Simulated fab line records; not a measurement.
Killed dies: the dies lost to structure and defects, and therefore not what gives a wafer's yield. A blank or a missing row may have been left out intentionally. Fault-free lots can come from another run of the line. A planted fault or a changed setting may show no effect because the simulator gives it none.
fab line records -- flow sky130
record: lots: 12, wafers: 36, last_day: 50
route steps=708 shown POLY_GATE@230 LDD_N@244 LDD_HVP@282 LDD_LDN@302 PAD_OPEN@708
lots with no fault: from the same line, run without faults
start_h: start of the lot's first displayed wafer, in hours after the record's first day -- wait_h: how many hours have passed since the lot's step before this one -- " same as the row above -- L1.1+2: a single row standing in for several wafers -- - value missing, or start not given -- * or withheld: withheld -- < > ~ a bound
route shown NAME@n: NAME is a module with steps in the file, n the number in the route of the first one -- usual: mean/standard deviation taken from wafers without a fault -- same: alike in all rows -- chamber/n: place in a boat -- sites: readings site by site -- _std_site: standard deviation across them -- _edge_site: the outer-site mean with the inner-site mean subtracted -- radius_mm: how far each site lies from the wafer's centre -- mask NAME#n: copy n -- behind: tool/chamber where the wafer was last shaped -- hold: the reason the lot was held/the length of the hold in hours/how it ended -- device: the transistor (n, p or np) that didn't switch -- end of line: at the end of the route, the tests of the same wafers -- a step given without rows: its recipe and nothing more -- killed: dies lost to structure and defects at the first sort, not the wafer's yield -- map: a wafer's dies, marking killed ones x, the rest . and places with no die _
set.NAME: the run value of the setting; set.NAME@STEP: its run value at that earlier step -- model.NAME: the simulator's own value behind a step, which no gauge read
one table for each step of the route and one row for each wafer, over a sample of lots
services: when a tool's chamber went out of use (start_h, in hours from the record's first day, below 0 if earlier), for how many hours, and the reason
== steps ==
step: SKY_POLY_GATE_ETCH_16
recipe: stop_on: poly-Si, chemistry: CH3F/O2, target: Si3N4, source_w: 400, bias_w: 80, pressure_mtorr: 25, ch3f_flow_sccm: 40, O2_flow_sccm: 30, time_s: 147.5, target_depth_a: 750
usual: chamber_pressure_mTorr: 25.000/0.023, drypump_motor_current_A: 5.7/0.48, oes_product_au: 0.640/0.0053, rf_fwd_power_W: 398.0/1.3, throttle_valve_pct: 10.534/0.0099
lot.wafer,tool,chamber,start_h,wait_h,chamber_pressure_mTorr,drypump_motor_current_A,oes_product_au,rf_fwd_power_W,rf_hours_counter_h,throttle_valve_pct
L879.1,rie_diel-02,1,392.47,0.0,25.003,6.0,0.640,398.0,53,10.514
L879.2,rie_diel-02,2,392.47,0.0,25.028,5.6,0.639,398.5,1,10.537
L879.6,rie_diel-02,3,392.47,0.0,24.972,6.6,0.641,399.0,-,10.550
L880.4,rie_diel-04,2,400.41,0.0,24.993,5.1,0.642,399.1,74,10.519
L880.5,rie_diel-04,0,400.41,0.0,25.008,6.2,0.643,398.5,-,10.524
L880.6,rie_diel-04,3,400.41,0.0,25.023,5.7,0.638,398.3,-,10.518
L882.1,rie_diel-03,3,420.01,0.0,25.051,5.4,0.643,398.8,71,10.538
L882.3,rie_diel-03,1,420.01,0.0,25.008,4.7,0.646,401.6,42,10.550
L882.6,rie_diel-03,0,420.01,0.0,24.984,6.2,0.641,396.7,-,10.529
L883.1,rie_diel-03,1,432.06,0.0,24.976,4.7,0.645,398.1,43,10.538
L883.4,rie_diel-03,3,432.06,0.0,24.953,5.3,0.645,397.6,71,10.527
L883.6,rie_diel-03,1,432.06,0.0,25.010,4.7,0.644,396.5,-,10.537
L885.1,rie_diel-03,3,447.41,0.0,24.961,5.4,0.649,397.5,71,10.534
L885.3,rie_diel-03,0,447.41,0.0,24.974,6.2,0.641,397.8,1,10.534
L885.5,rie_diel-03,0,447.41,0.0,24.968,6.3,0.635,396.0,-,10.528
L887.2,rie_diel-04,3,465.01,0.0,25.008,5.7,0.645,397.7,3,10.546
L887.4,rie_diel-04,0,465.01,0.0,24.962,6.3,0.646,396.7,70,10.556
L887.5,rie_diel-04,0,465.01,0.0,24.983,6.3,0.638,398.6,-,10.524
L889.1,rie_diel-02,2,471.86,0.0,24.978,5.7,0.645,400.3,2,10.534
L889.2,rie_diel-02,3,471.86,0.0,24.992,6.6,0.642,396.3,89,10.541
L889.5,rie_diel-02,1,471.86,0.0,25.046,6.0,0.646,398.6,-,10.518
L894.1,rie_diel-02,2,528.57,0.0,25.012,5.7,0.642,399.0,3,10.550
L894.5,rie_diel-02,2,528.57,0.0,24.966,5.7,0.641,398.2,-,10.537
L894.6,rie_diel-02,1,528.57,0.0,25.013,6.0,0.630,397.0,-,10.552
L897.1,rie_diel-04,0,556.41,0.0,24.997,6.2,0.638,398.4,72,10.537
L897.3,rie_diel-04,1,556.41,0.0,25.000,5.5,0.633,397.3,8,10.531
L897.5,rie_diel-04,2,556.41,0.0,25.006,5.1,0.633,396.0,-,10.523
L898.2,rie_diel-04,1,562.22,0.0,25.038,5.5,0.639,398.6,9,10.524
L898.5,rie_diel-04,0,562.22,0.0,25.024,6.3,0.636,397.2,-,10.533
L898.6,rie_diel-04,2,562.22,0.0,25.040,5.1,0.637,398.0,-,10.532
L899.2,rie_diel-03,0,572.76,0.0,24.969,6.2,0.633,397.0,3,10.552
L899.3,rie_diel-03,3,572.76,0.0,25.005,5.3,0.636,399.1,73,10.544
L899.6,rie_diel-03,0,572.76,0.0,25.040,6.2,0.638,398.3,-,10.537
L900.2,rie_diel-04,0,580.56,0.0,24.970,6.3,0.637,400.9,72,10.526
L900.4,rie_diel-04,3,580.56,0.0,25.026,5.7,0.639,398.8,5,10.532
L900.5,rie_diel-04,2,580.56,0.0,25.020,5.1,0.639,397.8,-,10.522
step: SKY_LDD_N_OVL_MEAS_07
usual: LDD_N_OVL: 0.5/1.4
lot.wafer,tool,chamber,start_h,wait_h,LDD_N_OVL[nm]
L879.1,overlay-01,-,426.52,0.1,-0.4
L879.2,overlay-01,-,426.52,0.1,0.3
L879.6,overlay-01,-,426.52,0.1,0.2
L880.4,overlay-02,-,434.48,0.1,-1.7
L880.5,overlay-02,-,434.48,0.1,0.8
L880.6,overlay-02,-,434.48,0.1,-2.2
L882.1,overlay-02,-,453.47,0.1,1.1
L882.3,overlay-02,-,453.47,0.1,-0.1
L882.6,overlay-02,-,453.47,0.1,-0.4
L883.1,overlay-01,-,465.68,0.1,2.6
L883.4,overlay-01,-,465.68,0.1,0.9
L883.6,overlay-01,-,465.68,0.1,0.0
L885.1,overlay-01,-,479.67,0.1,0.9
L885.3,overlay-01,-,479.67,0.1,0.7
L885.5,overlay-01,-,479.67,0.1,0.3
L887.2,overlay-01,-,497.77,0.1,-0.4
L887.4,overlay-01,-,497.77,0.1,3.1
L887.5,overlay-01,-,497.77,0.1,2.2
L889.1,overlay-01,-,504.12,0.1,3.8
L889.2,overlay-01,-,504.12,0.1,2.2
L889.5,overlay-01,-,504.12,0.1,2.6
L894.1,overlay-02,-,560.03,0.1,-0.1
L894.5,overlay-02,-,560.03,0.1,0.1
L894.6,overlay-02,-,560.03,0.1,0.5
L897.1,overlay-01,-,588.92,0.1,0.2
L897.3,overlay-01,-,588.92,0.1,0.2
L897.5,overlay-01,-,588.92,0.1,1.0
L898.2,overlay-02,-,594.04,0.1,0.9
L898.5,overlay-02,-,594.04,0.1,1.0
L898.6,overlay-02,-,594.04,0.1,0.6
L899.2,overlay-02,-,603.47,0.1,-0.1
L899.3,overlay-02,-,603.47,0.1,-1.2
L899.6,overlay-02,-,603.47,0.1,-0.7
L900.2,overlay-02,-,611.61,0.1,-0.9
L900.4,overlay-02,-,611.61,0.1,-1.1
L900.5,overlay-02,-,611.61,0.1,0.2
step: SKY_LDD_HVP_EXPOSE_04
recipe: mask_id: HVPTM, na: 0.6, source_shape: conventional, sigma_outer: 0.6, polarization: unpolarized, target_cd_nm: 700, dose_mj: 86
lot.wafer,tool,chamber,start_h,wait_h,mask
L879.1+2+6,iline_stepper-01,0,504.84,-,HVPTM#0
L880.4+5+6,iline_stepper-01,0,512.08,-,HVPTM#0
L882.1+3+6,iline_stepper-02,0,530.68,-,HVPTM#0
L883.1+4+6,iline_stepper-01,0,543.34,-,HVPTM#0
L885.1+3+5,iline_stepper-02,0,558.05,-,HVPTM#0
L887.2+4+5,iline_stepper-02,0,574.50,-,HVNTM#0
L889.1+2+5,iline_stepper-01,0,580.47,-,HVPTM#0
L894.1+5+6,iline_stepper-02,0,634.03,-,HVPTM#0
L897.1+3+5,iline_stepper-01,0,661.42,-,HVPTM#0
L898.2+5+6,iline_stepper-02,0,667.65,-,HVPTM#0
L899.2+3+6,iline_stepper-01,0,676.76,-,HVPTM#0
L900.2+4+5,iline_stepper-01,0,683.49,-,HVPTM#0
step: SKY_LDD_HVP_OVL_MEAS_07
usual: LDD_HVP_OVL: -0.4/1.6
lot.wafer,tool,chamber,start_h,wait_h,LDD_HVP_OVL[nm]
L879.1,overlay-02,-,520.33,0.1,-2.4
L879.2,overlay-02,-,520.33,0.1,-2.1
L879.6,overlay-02,-,520.33,0.1,-0.8
L880.4,overlay-01,-,527.35,0.1,1.1
L880.5,overlay-01,-,527.35,0.1,1.4
L880.6,overlay-01,-,527.35,0.1,-0.3
L882.1,overlay-02,-,545.13,0.1,-1.0
L882.3,overlay-02,-,545.13,0.1,0.7
L882.6,overlay-02,-,545.13,0.1,0.5
L883.1,overlay-01,-,557.77,0.1,-1.8
L883.4,overlay-01,-,557.77,0.1,-0.4
L883.6,overlay-01,-,557.77,0.1,-1.0
L885.1,overlay-01,-,572.07,0.1,2.2
L885.3,overlay-01,-,572.07,0.1,1.1
L885.5,overlay-01,-,572.07,0.1,1.0
L887.2,overlay-01,-,589.48,0.1,-
L887.4,overlay-01,-,589.48,0.1,-
L887.5,overlay-01,-,589.48,0.1,-
L889.1,overlay-02,-,594.97,0.1,0.2
L889.2,overlay-02,-,594.97,0.1,-0.6
L889.5,overlay-02,-,594.97,0.1,-0.4
L894.1,overlay-02,-,648.82,0.1,1.5
L894.5,overlay-02,-,648.82,0.1,2.0
L894.6,overlay-02,-,648.82,0.1,1.6
L897.1,overlay-02,-,675.42,0.1,-0.2
L897.3,overlay-02,-,675.42,0.1,-2.7
L897.5,overlay-02,-,675.42,0.1,-1.0
L898.2,overlay-01,-,681.58,0.1,0.3
L898.5,overlay-01,-,681.58,0.1,-3.5
L898.6,overlay-01,-,681.58,0.1,-1.7
L899.2,overlay-02,-,690.62,0.1,-1.4
L899.3,overlay-02,-,690.62,0.1,-2.5
L899.6,overlay-02,-,690.62,0.1,-1.1
L900.2,overlay-01,-,697.29,0.1,-0.1
L900.4,overlay-01,-,697.29,0.1,0.0
L900.5,overlay-01,-,697.29,0.1,0.5
step: SKY_LDD_HVP_TW_MEAS_10
usual: LDD_HVP_TW: 456/4.4
lot.wafer,tool,chamber,start_h,wait_h,LDD_HVP_TW
L879.1,film_metro-03,-,520.62,0.1,456
L879.2,film_metro-03,-,520.62,0.1,456
L879.6,film_metro-03,-,520.62,0.1,459
L880.4,film_metro-02,-,527.65,0.1,453
L880.5,film_metro-02,-,527.65,0.1,454
L880.6,film_metro-02,-,527.65,0.1,450
L882.1,film_metro-02,-,545.42,0.1,452
L882.3,film_metro-02,-,545.42,0.1,449
L882.6,film_metro-02,-,545.42,0.1,450
L883.1,film_metro-02,-,558.05,0.1,451
L883.4,film_metro-02,-,558.05,0.1,449
L883.6,film_metro-02,-,558.05,0.1,450
L885.1,film_metro-02,-,572.36,0.1,451
L885.3,film_metro-02,-,572.36,0.1,451
L885.5,film_metro-02,-,572.36,0.1,449
L887.2,film_metro-02,-,589.77,0.1,30
L887.4,film_metro-02,-,589.77,0.1,30
L887.5,film_metro-02,-,589.77,0.1,30
L889.1,film_metro-02,-,595.25,0.1,450
L889.2,film_metro-02,-,595.25,0.1,450
L889.5,film_metro-02,-,595.25,0.1,450
L894.1,film_metro-01,-,649.11,0.1,464
L894.5,film_metro-01,-,649.11,0.1,461
L894.6,film_metro-01,-,649.11,0.1,461
L897.1,film_metro-01,-,675.70,0.1,462
L897.3,film_metro-01,-,675.70,0.1,462
L897.5,film_metro-01,-,675.70,0.1,463
L898.2,film_metro-02,-,681.95,0.1,454
L898.5,film_metro-02,-,681.95,0.1,450
L898.6,film_metro-02,-,681.95,0.1,451
L899.2,film_metro-01,-,690.91,0.1,464
L899.3,film_metro-01,-,690.91,0.1,464
L899.6,film_metro-01,-,690.91,0.1,461
L900.2,film_metro-02,-,697.58,0.1,456
L900.4,film_metro-02,-,697.58,0.1,457
L900.5,film_metro-02,-,697.58,0.1,457
step: SKY_LDD_LDN_TW_MEAS_13
usual: LDD_LDN_TW: 1476/21
lot.wafer,tool,chamber,start_h,wait_h,LDD_LDN_TW
L879.1,film_metro-01,-,551.19,0.1,1485
L879.2,film_metro-01,-,551.19,0.1,1485
L879.6,film_metro-01,-,551.19,0.1,1488
L880.4,film_metro-03,-,558.15,0.1,1489
L880.5,film_metro-03,-,558.15,0.1,1482
L880.6,film_metro-03,-,558.15,0.1,1480
L882.1,film_metro-03,-,575.85,0.1,1480
L882.3,film_metro-03,-,575.85,0.1,1484
L882.6,film_metro-03,-,575.85,0.1,1486
L883.1,film_metro-03,-,587.44,0.1,1489
L883.4,film_metro-03,-,587.44,0.1,1479
L883.6,film_metro-03,-,587.44,0.1,1479
L885.1,film_metro-01,-,602.05,0.1,1501
L885.3,film_metro-01,-,602.05,0.1,1505
L885.5,film_metro-01,-,602.05,0.1,1501
L887.2,film_metro-03,-,619.18,0.1,1484
L887.4,film_metro-03,-,619.18,0.1,1482
L887.5,film_metro-03,-,619.18,0.1,1475
L889.1,film_metro-04,-,624.80,0.1,1441
L889.2,film_metro-04,-,624.80,0.1,1441
L889.5,film_metro-04,-,624.80,0.1,1435
L894.1,film_metro-04,-,677.84,0.1,1457
L894.5,film_metro-04,-,677.84,0.1,1458
L894.6,film_metro-04,-,677.84,0.1,1450
L897.1,film_metro-01,-,703.99,0.1,1509
L897.3,film_metro-01,-,703.99,0.1,1507
L897.5,film_metro-01,-,703.99,0.1,1512
L898.2,film_metro-04,-,709.35,0.1,1444
L898.5,film_metro-04,-,709.35,0.1,1443
L898.6,film_metro-04,-,709.35,0.1,1445
L899.2,film_metro-04,-,717.26,0.1,1441
L899.3,film_metro-04,-,717.26,0.1,1444
L899.6,film_metro-04,-,717.26,0.1,1446
L900.2,film_metro-03,-,724.76,0.1,1474
L900.4,film_metro-03,-,724.76,0.1,1479
L900.5,film_metro-03,-,724.76,0.1,1481
step: SKY_PAD_OPEN_PROBE_99
usual: killed_at_M0_to_M3: 45/6.8, killed_at_M4_up: 3.2/1.6, killed_at_contacts: 24/5.1, killed_at_front_end: 14/4.4, killed_at_other: 0.4/0.65, killed_dies: 87/8.8, killed_on_rim: 17/3.6, killed_open: 47/7.2, killed_short: 39/6.1
same: gross_dies: 492, killed_at_back_side: 0
lot.wafer,tool,chamber,start_h,wait_h,killed_at_M0_to_M3,killed_at_M4_up,killed_at_contacts,killed_at_front_end,killed_at_other,killed_dies,killed_on_rim,killed_open,killed_short
L879.1,prober-02,-,1092.89,0.1,39,6,19,20,2,86,14,45,40
L879.2,prober-02,-,1092.94,0.1,39,4,21,22,0,86,13,48,37
L879.6,prober-02,-,1093.14,0.2,46,3,27,11,1,88,13,52,36
L880.4,prober-01,-,1096.39,0.2,34,4,33,9,0,80,19,44,34
L880.5,prober-01,-,1096.44,0.2,56,2,30,21,0,109,22,56,53
L880.6,prober-01,-,1096.49,0.2,32,4,36,8,0,80,21,47,33
L882.1,prober-01,-,1104.90,0.1,45,2,23,5,1,76,21,33,42
L882.3,prober-01,-,1105.00,0.2,50,4,30,7,0,91,19,51,40
L882.6,prober-01,-,1105.15,0.2,51,2,27,16,3,99,21,46,50
L883.1,prober-02,-,1114.84,0.1,49,5,25,9,1,89,20,48,40
L883.4,prober-02,-,1114.99,0.2,42,2,27,11,0,82,19,48,33
L883.6,prober-02,-,1115.09,0.2,38,3,32,11,0,84,15,50,34
L885.1,prober-02,-,1123.74,0.1,44,1,14,19,0,78,16,45,33
L885.3,prober-02,-,1123.84,0.2,25,6,24,11,0,66,11,31,34
L885.5,prober-02,-,1123.94,0.2,38,5,28,15,0,86,13,43,43
L887.2,prober-02,-,1137.86,0.1,53,1,17,421,0,492,96,54,31
L887.4,prober-02,-,1137.96,0.2,50,2,26,414,0,492,96,49,41
L887.5,prober-02,-,1138.01,0.2,56,1,22,412,1,492,96,51,43
L889.1,prober-01,-,1143.41,0.1,37,3,26,14,0,80,12,41,39
L889.2,prober-01,-,1143.46,0.1,42,4,16,10,1,73,19,43,29
L889.5,prober-01,-,1143.61,0.2,48,1,24,16,0,89,20,57,32
L894.1,prober-01,-,1174.47,0.1,41,5,28,15,0,89,23,45,44
L894.5,prober-01,-,1174.67,0.2,46,5,20,10,0,81,16,40,40
L894.6,prober-01,-,1174.72,0.2,41,3,26,21,1,92,20,52,39
L897.1,prober-02,-,1195.12,0.1,49,4,23,16,1,93,13,58,34
L897.3,prober-02,-,1195.22,0.2,35,4,25,15,1,80,18,37,42
L897.5,prober-02,-,1195.32,0.2,28,9,21,18,0,76,17,36,40
L898.2,prober-01,-,1197.14,0.1,44,7,23,10,2,86,15,48,38
L898.5,prober-01,-,1197.29,0.2,45,3,25,17,0,90,23,49,41
L898.6,prober-01,-,1197.34,0.2,39,2,19,10,1,71,18,39,32
L899.2,prober-02,-,1201.37,0.1,46,2,30,26,1,105,15,72,33
L899.3,prober-02,-,1201.42,0.2,57,1,23,12,0,93,17,49,44
L899.6,prober-02,-,1201.57,0.2,36,2,21,13,0,72,15,50,22
L900.2,prober-01,-,1202.98,0.1,47,5,22,10,1,85,21,45,40
L900.4,prober-01,-,1203.08,0.2,45,2,26,15,0,88,14,48,40
L900.5,prober-01,-,1203.13,0.2,41,2,15,22,2,82,22,34,46
killed by level:class
L879.1 FIELD_ISO:geometric_particle:open=10 VIA1:geometric_particle:open=10 CONTACT:geometric_particle:open=9 VIA2:geometric_particle:open=6 METAL4:geometric_particle:short=6 METAL1:geometric_particle:short=5 FIELD_ISO:geometric_particle:short=4 POLY_GATE:geometric_particle:short=4
L879.2 LI_CONTACT:geometric_particle:open=10 VIA1:geometric_particle:open=7 POLY_GATE:geometric_particle:open=6 METAL2:geometric_particle:short=6 VIA2:geometric_particle:open=6 POLY_GATE:geometric_particle:short=5 FIELD_ISO:geometric_particle:short=4 CONTACT:geometric_particle:open=4
L879.6 LI_CONTACT:geometric_particle:open=10 CONTACT:geometric_particle:open=10 VIA1:geometric_particle:open=9 METAL1:geometric_particle:short=8 VIA2:geometric_particle:open=6 VIA3:geometric_particle:open=6 POLY_GATE:geometric_particle:open=5 VIA3:geometric_particle:short=5
L880.4 CONTACT:geometric_particle:open=9 VIA1:geometric_particle:open=8 VIA2:geometric_particle:open=7 LOCAL_INTERCONNECT:geometric_particle:short=7 LI_CONTACT:geometric_particle:open=7 VIA3:geometric_particle:open=6 CONTACT:geometric_particle:short=5 FIELD_ISO:geometric_particle:open=4
L880.5 CONTACT:geometric_particle:open=12 VIA1:geometric_particle:open=11 FIELD_ISO:geometric_particle:short=7 VIA1:geometric_particle:short=7 LI_CONTACT:geometric_particle:open=7 CONTACT:geometric_particle:short=7 METAL2:geometric_particle:short=7 VIA3:geometric_particle:open=7
L880.6 LI_CONTACT:geometric_particle:open=13 CONTACT:geometric_particle:open=9 VIA1:geometric_particle:open=9 LOCAL_INTERCONNECT:geometric_particle:short=5 CONTACT:geometric_particle:short=5 VIA2:geometric_particle:open=5 LI_CONTACT:geometric_particle:short=4 METAL3:geometric_particle:short=4
L882.1 METAL1:geometric_particle:short=8 LI_CONTACT:geometric_particle:open=7 CONTACT:geometric_particle:open=7 VIA3:geometric_particle:open=6 VIA1:geometric_particle:open=6 VIA3:geometric_particle:short=5 VIA2:geometric_particle:open=4 LOCAL_INTERCONNECT:geometric_particle:short=4
L882.3 VIA3:geometric_particle:open=13 CONTACT:geometric_particle:open=13 METAL2:geometric_particle:short=9 LI_CONTACT:geometric_particle:open=7 CONTACT:geometric_particle:short=7 VIA1:geometric_particle:open=5 VIA1:geometric_particle:short=4 VIA3:geometric_particle:short=4
L882.6 CONTACT:geometric_particle:open=16 METAL2:geometric_particle:short=8 CONTACT:geometric_particle:short=7 VIA2:geometric_particle:open=7 VIA1:geometric_particle:open=7 METAL3:geometric_particle:short=6 VIA1:geometric_particle:short=6 FIELD_ISO:geometric_particle:short=4
L883.1 VIA1:geometric_particle:open=10 METAL1:geometric_particle:short=9 LI_CONTACT:geometric_particle:open=8 CONTACT:geometric_particle:open=8 VIA2:geometric_particle:open=7 CONTACT:geometric_particle:short=6 METAL2:geometric_particle:short=6 VIA3:geometric_particle:open=5
L883.4 CONTACT:geometric_particle:open=13 VIA2:geometric_particle:open=9 METAL1:geometric_particle:short=8 VIA3:geometric_particle:open=7 METAL2:geometric_particle:short=6 LI_CONTACT:geometric_particle:open=4 CONTACT:geometric_particle:short=4 VIA1:geometric_particle:open=4
L883.6 CONTACT:geometric_particle:open=9 VIA1:geometric_particle:open=9 LI_CONTACT:geometric_particle:open=9 METAL1:geometric_particle:short=7 VIA2:geometric_particle:open=5 VIA3:geometric_particle:open=5 VIA2:geometric_particle:short=4 LOCAL_INTERCONNECT:geometric_particle:open=4
L885.1 VIA1:geometric_particle:open=11 POLY_GATE:geometric_particle:open=7 METAL2:geometric_particle:short=7 VIA2:geometric_particle:open=7 VIA3:geometric_particle:open=5 POLY_GATE:geometric_particle:short=4 LI_CONTACT:geometric_particle:open=4 CONTACT:geometric_particle:open=4
L885.3 CONTACT:geometric_particle:open=8 LI_CONTACT:geometric_particle:open=6 METAL2:geometric_particle:short=6 VIA1:geometric_particle:open=5 LOCAL_INTERCONNECT:geometric_particle:short=4 CONTACT:geometric_particle:short=4 METAL4:geometric_particle:short=4 FIELD_ISO:geometric_particle:short=3
L885.5 CONTACT:geometric_particle:short=9 CONTACT:geometric_particle:open=8 VIA1:geometric_particle:open=7 LI_CONTACT:geometric_particle:open=6 VIA3:geometric_particle:open=6 FIELD_ISO:geometric_particle:short=4 METAL3:geometric_particle:open=4 LOCAL_INTERCONNECT:geometric_particle:short=4
L887.2 LDD_HVP:area_expose=407 VIA1:geometric_particle:open=15 VIA3:geometric_particle:open=8 LI_CONTACT:geometric_particle:open=7 VIA1:geometric_particle:short=7 VIA2:geometric_particle:open=7 CONTACT:geometric_particle:open=5 METAL1:geometric_particle:short=4
L887.4 LDD_HVP:area_expose=402 CONTACT:geometric_particle:open=10 VIA1:geometric_particle:open=10 VIA2:geometric_particle:open=9 VIA3:geometric_particle:open=8 VIA1:geometric_particle:short=7 FIELD_ISO:geometric_particle:short=6 LI_CONTACT:geometric_particle:open=6
L887.5 LDD_HVP:area_expose=398 VIA1:geometric_particle:open=17 METAL1:geometric_particle:short=8 LI_CONTACT:geometric_particle:open=7 CONTACT:geometric_particle:open=7 VIA2:geometric_particle:short=7 VIA3:geometric_particle:open=7 CONTACT:geometric_particle:short=5
L889.1 LI_CONTACT:geometric_particle:open=9 CONTACT:geometric_particle:open=9 VIA1:geometric_particle:open=7 METAL3:geometric_particle:short=6 POLY_GATE:geometric_particle:short=5 POLY_GATE:geometric_particle:open=4 METAL1:geometric_particle:short=4 VIA2:geometric_particle:short=4
L889.2 VIA3:geometric_particle:open=11 VIA1:geometric_particle:open=7 LI_CONTACT:geometric_particle:open=6 VIA2:geometric_particle:open=6 POLY_GATE:geometric_particle:short=5 METAL3:geometric_particle:short=5 CONTACT:geometric_particle:open=4 METAL1:geometric_particle:short=4
L889.5 VIA3:geometric_particle:open=13 VIA1:geometric_particle:open=9 LI_CONTACT:geometric_particle:open=8 LOCAL_INTERCONNECT:geometric_particle:short=8 VIA2:geometric_particle:open=8 CONTACT:geometric_particle:open=6 POLY_GATE:geometric_particle:open=4 POLY_GATE:geometric_particle:short=4
L894.1 CONTACT:geometric_particle:open=9 VIA2:geometric_particle:open=8 CONTACT:geometric_particle:short=7 LI_CONTACT:geometric_particle:open=7 METAL1:geometric_particle:short=6 VIA3:geometric_particle:short=6 VIA1:geometric_particle:open=5 METAL2:geometric_particle:short=5
L894.5 VIA1:geometric_particle:open=9 LI_CONTACT:geometric_particle:open=8 METAL1:geometric_particle:short=7 VIA2:geometric_particle:open=6 VIA1:geometric_particle:short=6 CONTACT:geometric_particle:open=5 METAL2:geometric_particle:short=5 METAL4:geometric_particle:short=5
L894.6 VIA1:geometric_particle:open=11 LI_CONTACT:geometric_particle:open=10 FIELD_ISO:geometric_particle:short=6 VIA1:geometric_particle:short=6 FIELD_ISO:geometric_particle:open=5 CONTACT:geometric_particle:open=5 CONTACT:geometric_particle:short=5 METAL1:geometric_particle:short=4
L897.1 CONTACT:geometric_particle:open=10 VIA3:geometric_particle:open=10 VIA1:geometric_particle:open=9 METAL1:geometric_particle:short=7 POLY_GATE:geometric_particle:open=5 LI_CONTACT:geometric_particle:open=5 FIELD_ISO:geometric_particle:open=4 VIA1:geometric_particle:short=4
L897.3 LI_CONTACT:geometric_particle:open=10 VIA1:geometric_particle:short=6 FIELD_ISO:geometric_particle:short=5 CONTACT:geometric_particle:open=5 VIA2:geometric_particle:open=5 POLY_GATE:geometric_particle:short=4 VIA2:geometric_particle:short=4 VIA3:geometric_particle:short=4
L897.5 FIELD_ISO:geometric_particle:short=9 CONTACT:geometric_particle:open=8 VIA1:geometric_particle:open=7 METAL4:geometric_particle:short=6 METAL1:geometric_particle:short=5 CONTACT:geometric_particle:short=4 LOCAL_INTERCONNECT:geometric_particle:short=4 FIELD_ISO:geometric_particle:open=3
L898.2 VIA1:geometric_particle:open=15 CONTACT:geometric_particle:open=8 VIA2:geometric_particle:open=6 LI_CONTACT:geometric_particle:open=5 VIA1:geometric_particle:short=5 METAL4:geometric_particle:short=5 LOCAL_INTERCONNECT:geometric_particle:short=4 CONTACT:geometric_particle:short=4
L898.5 VIA1:geometric_particle:open=12 LI_CONTACT:geometric_particle:open=9 FIELD_ISO:geometric_particle:short=7 VIA3:geometric_particle:open=7 VIA1:geometric_particle:short=7 VIA3:geometric_particle:short=6 CONTACT:geometric_particle:short=5 VIA2:geometric_particle:open=5
L898.6 METAL1:geometric_particle:short=10 CONTACT:geometric_particle:open=9 VIA1:geometric_particle:open=9 VIA3:geometric_particle:open=7 VIA2:geometric_particle:open=5 FIELD_ISO:geometric_particle:open=4 METAL2:geometric_particle:short=3 LI_CONTACT:geometric_particle:open=3
L899.2 CONTACT:geometric_particle:open=16 VIA1:geometric_particle:open=12 POLY_GATE:geometric_particle:open=10 VIA2:geometric_particle:open=10 FIELD_ISO:geometric_particle:open=6 FIELD_ISO:geometric_particle:short=6 LI_CONTACT:geometric_particle:open=5 CONTACT:geometric_particle:short=5
L899.3 VIA2:geometric_particle:open=10 VIA3:geometric_particle:open=10 VIA1:geometric_particle:open=10 CONTACT:geometric_particle:open=8 LI_CONTACT:geometric_particle:open=5 LOCAL_INTERCONNECT:geometric_particle:short=5 METAL1:geometric_particle:short=5 METAL2:geometric_particle:short=5
L899.6 CONTACT:geometric_particle:open=12 VIA1:geometric_particle:open=12 VIA3:geometric_particle:open=10 VIA1:geometric_particle:short=5 CONTACT:geometric_particle:short=4 LI_CONTACT:geometric_particle:open=4 FIELD_ISO:geometric_particle:short=3 POLY_GATE:geometric_particle:open=3
L900.2 VIA1:geometric_particle:open=11 VIA1:geometric_particle:short=9 LI_CONTACT:geometric_particle:open=8 METAL2:geometric_particle:short=5 LI_CONTACT:geometric_particle:short=5 VIA2:geometric_particle:open=5 CONTACT:geometric_particle:open=5 VIA3:geometric_particle:short=5
L900.4 VIA1:geometric_particle:open=9 METAL1:geometric_particle:short=8 VIA2:geometric_particle:open=8 VIA3:geometric_particle:open=8 CONTACT:geometric_particle:open=6 LOCAL_INTERCONNECT:geometric_particle:short=6 LI_CONTACT:geometric_particle:open=5 LI_CONTACT:geometric_particle:short=5
L900.5 VIA1:geometric_particle:open=8 VIA2:geometric_particle:short=7 POLY_GATE:geometric_particle:open=6 VIA1:geometric_particle:short=6 FIELD_ISO:geometric_particle:open=5 METAL1:geometric_particle:short=5 POLY_GATE:geometric_particle:short=4 LOCAL_INTERCONNECT:geometric_particle:short=4
== services ==
tool,chamber,start_h,hours,kind
rie_diel-03,2,404.82,1.9,repair
iline_stepper-01,-,414.41,1.7,pm
iline_stepper-02,-,416.15,1.7,pm
rie_diel-02,2,450.74,7.4,repair
rie_diel-04,-,468.86,5.7,repair
rie_diel-02,3,476.02,3.6,repair
rie_diel-03,2,478.61,4.2,repair
rie_diel-02,1,514.24,9.6,repair
rie_diel-04,2,517.76,15.2,repair
rie_diel-04,3,547.45,15.7,repair
rie_diel-04,-,550.90,0.5,repair
rie_diel-03,1,561.45,1.8,repair
rie_diel-03,1,570.67,4.4,repair
rie_diel-04,-,590.11,0.2,repair
rie_diel-02,0,593.93,2.2,repair
rie_diel-03,-,610.18,4.3,pm
rie_diel-03,1,627.70,18.6,repair
iline_stepper-01,-,632.59,1.7,pm
iline_stepper-02,-,634.26,1.7,pm
rie_diel-02,3,636.34,4.9,repair
rie_diel-03,2,647.58,8.5,repair
iline_stepper-01,-,650.90,2.1,pm
rie_diel-02,1,659.57,6.2,repair
rie_diel-04,-,665.86,2.8,pm
== key ==
first_sign: step: SKY_LDD_HVP_EXPOSE_04, reading: mask, direction: changed
effect: step: SKY_LDD_HVP_OVL_MEAS_07, reading: LDD_HVP_OVL, direction: missing
effect: step: SKY_LDD_HVP_TW_MEAS_10, reading: LDD_HVP_TW, direction: down, sigmas: 97, usual: 456, struck: 30
effect: step: SKY_PAD_OPEN_PROBE_99, reading: killed_at_front_end, direction: up, sigmas: 91, usual: 14, struck: 416
more_kills_born_at: SKY_LDD_HVP_EXPOSE_04@iline_stepper-02: 1207
met_at SKY_LDD_HVP_EXPOSE_04
struck_lots L887
tester_left_out L887
not_acting_at SKY_POLY_GATE_ETCH_16,SKY_LDD_N_OVL_MEAS_07,SKY_LDD_LDN_TW_MEAS_13
onset_between 558.05 574.50
fault: kind: wrong_mask, tool: any, chamber: -, onset_h: 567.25, steps: SKY_LDD_HVP_EXPOSE_04, aux_copy: HVNTM#0, scope: struck_lots_only
tester_left_out: of these lots the tester's yield and bins aren't shown, on N5 and GAA mostly nor the transistor test; their killed dies are dies lost to structure and defects alone, not to doping, threshold or leakage, so they don't give the yield
